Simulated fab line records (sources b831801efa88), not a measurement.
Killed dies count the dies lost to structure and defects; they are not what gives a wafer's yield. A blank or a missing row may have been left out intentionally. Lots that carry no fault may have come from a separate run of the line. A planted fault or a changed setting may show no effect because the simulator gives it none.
Which tool did it? | flow sky130 | 12 lots with 36 wafers sampled at 2 steps, on a route of 708 steps

== WHAT EACH GAUGE READ, for each wafer ==
SKY_VIA3_BOW_MEAS_03. Usual: VIA3_BOW gives 81 um (standard deviation 8).
lot  | measured     | on           | VIA3_BOW (um) | flag
L783 | day 38 15:49 | filmMetro-03 | 72 73 78      | 
L784 | day 38 16:07 | filmMetro-04 | 89 86 84      | 
L786 | day 39 22:31 | filmMetro-04 | 74 66 70      | 
L787 | day 40 13:55 | filmMetro-03 | 77 70 76      | 
L789 | day 40 18:30 | filmMetro-04 | 94 90 71      | 
L790 | day 41 02:50 | filmMetro-04 | 79 79 79      | 
L793 | day 41 22:20 | filmMetro-04 | 83 83 80      | 
L801 | day 43 21:23 | filmMetro-02 | 90 94 87      | 
L802 | day 43 23:44 | filmMetro-02 | 92 75 79      | 
L803 | day 44 13:07 | filmMetro-04 | 66 69 73      | 
L804 | day 44 20:07 | filmMetro-02 | 86 94 96      | 
L805 | day 45 01:23 | filmMetro-03 | 92 83 88      | 

== EACH LOT AND THE TOOL THAT RAN IT (in order: tool; ch and the chambers of the sampled wafers; start) ==
lot  | SKY_VT_ADJUST_HVTP_STRIP_10
L783 | plasmaAsher-01 ch 0,1, day 6 02:02
L784 | plasmaAsher-02 ch 0,1, day 6 06:07
L786 | plasmaAsher-03 ch 1, day 7 04:18
L787 | plasmaAsher-03 ch 0,1, day 7 13:39
L789 | plasmaAsher-01 ch 1, day 7 20:23
L790 | plasmaAsher-03 ch 0,1, day 8 02:31
L793 | plasmaAsher-03 ch 0,1, day 8 20:07
L801 | plasmaAsher-03 ch 0,1, day 11 01:05
L802 | plasmaAsher-01 ch 0,1, day 11 02:20
L803 | plasmaAsher-02 ch 1, day 11 14:58
L804 | plasmaAsher-01 ch 0,1, day 11 21:44
L805 | plasmaAsher-02 ch 0,1, day 12 02:38
- SKY_VT_ADJUST_HVTP_STRIP_10: strips in O2/N2.

== WHAT THE TOOLS THEMSELVES READ (means of the sampled wafers that have a number; where no wafer has one, the mark that the record gives instead) ==
SKY_VT_ADJUST_HVTP_STRIP_10. Usual: drypumpMotorCurrentA 5.5 A, standard deviation 0.44; oesProductAu 0.715 a.u., standard deviation 0.0044; stripTimeToEndpointS 14.18 s, standard deviation 0.039.
lot  | tool           | drypumpMotorCurrentA (A) | oesProductAu (a.u.) | stripTimeToEndpointS (s) | flag
L783 | plasmaAsher-01 | 5.3                      | 0.714               | 14.18                    | 
L784 | plasmaAsher-02 | 6.1                      | 0.719               | 14.19                    | 
L786 | plasmaAsher-03 | 5.5                      | 0.716               | 14.18                    | 
L787 | plasmaAsher-03 | 5.3                      | 0.721               | 14.17                    | 
L789 | plasmaAsher-01 | 5.2                      | 0.713               | 14.23                    | 
L790 | plasmaAsher-03 | 5.0                      | 0.712               | 14.18                    | 
L793 | plasmaAsher-03 | 5.3                      | 0.713               | 14.20                    | 
L801 | plasmaAsher-03 | 5.0                      | 0.716               | 14.23                    | 
L802 | plasmaAsher-01 | 5.4                      | 0.712               | 14.18                    | 
L803 | plasmaAsher-02 | 6.1                      | 0.712               | 14.15                    | 
L804 | plasmaAsher-01 | 5.3                      | 0.714               | 14.18                    | 
L805 | plasmaAsher-02 | 6.1                      | 0.715               | 14.20                    | 

== THE ANSWER, worked out from the rows above alone ==
Rule: take the mean of a lot's wafers that have a number; if it is more than 3 standard deviations from the usual mean, the lot is off. A lot without any number at a reading at which 4 lots or more have one is off too. Any other lot the step has rows for is counted as sound. Order of review: gauges by route order, followed by the tools' own readings, for which a lot's mean as printed above is used. At the first step where some lot is off, the reading lying furthest off is the one used; lots without a number count as furthest.
Across all readings shown, no lot is off: no conclusion can be drawn from this.

== WHAT THE SIMULATOR PUT IN ==
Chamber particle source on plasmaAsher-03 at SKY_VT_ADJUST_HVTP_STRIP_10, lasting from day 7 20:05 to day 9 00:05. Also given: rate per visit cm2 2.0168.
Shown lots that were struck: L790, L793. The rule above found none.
